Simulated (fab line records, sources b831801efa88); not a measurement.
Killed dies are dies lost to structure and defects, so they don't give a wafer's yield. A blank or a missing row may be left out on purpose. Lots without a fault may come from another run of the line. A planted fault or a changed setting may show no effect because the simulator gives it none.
One fault seen from 2 desks | flow sky130 | each desk has only its own numbers; what lay behind them comes last

THE METROLOGY DESK
What the gauges read, lot by lot, whatever tool the lot ran on: means of the sampled wafers that have a number. A lot is out of limits, marked OUT, if its mean lies more than 4 standard deviations from the usual mean; the brackets give that distance.
Columns: A = NWELL_TW at SKY_NWELL_TW_MEAS_15, usual 1811; B = NWELL_01_OVL at SKY_NWELL_OVL_MEAS_23, usual -1.4 nm
lot  | first seen here | A    | B
L774 | day 5 14:26     | 1770 | -1.5
L776 | day 6 04:53     | 1839 | -0.7
L784 | day 8 03:08     | 1829 | -1.3
L785 | day 8 18:20     | 1827 | -3.0
L786 | day 8 21:13     | 1840 | 0.3
L791 | day 9 23:17     | 1840 | -3.3
This desk's finding: nothing out of limits on any of the 6 lots.

THE TOOL OWNER'S DESK: implanter-02
The tool's own readings at SKY_NWELL_IMPLANT_24: means of the sampled wafers that have a number, for each lot that ran on this tool. A lot is out of limits, marked OUT, if its mean lies more than 4 standard deviations from the usual mean; the brackets give that distance.
Columns: A = dose_ions_cm2 at SKY_NWELL_IMPLANT_24, usual 9.201e+12; B = faraday_current_uA at SKY_NWELL_IMPLANT_24, usual 51.8
lot  | first seen here | A                   | B
L776 | day 7 00:43     | 9.194e+12           | 51.7
L784 | day 9 00:41     | 8.423e+12 (-65) OUT | 47.4 (-4.6) OUT
L786 | day 9 19:35     | 8.424e+12 (-65) OUT | 47.1 (-4.9) OUT
This desk's finding: out of limits on L784, L786; first on L784, day 9 00:41 (dose_ions_cm2 at SKY_NWELL_IMPLANT_24). In limits: L776.

PUT TOGETHER
The tool owner's desk could have raised an alarm at day 9 00:41, on L784, L786.
The metrology desk saw nothing out of limits.
The metrology desk has L784, L786 on record, within its limits.
Of the lots named, all ran SKY_NWELL_IMPLANT_24 on implanter-02.

WHAT THE SIMULATOR HAD PUT IN
Process parameter drift: implanter-02, from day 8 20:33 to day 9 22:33, at SKY_NWELL_IMPLANT_24. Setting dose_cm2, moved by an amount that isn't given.
Lots struck among those shown: L784, L786.
Hours from the fault's start to each desk's first reading out of limits: the tool owner's desk, 4.
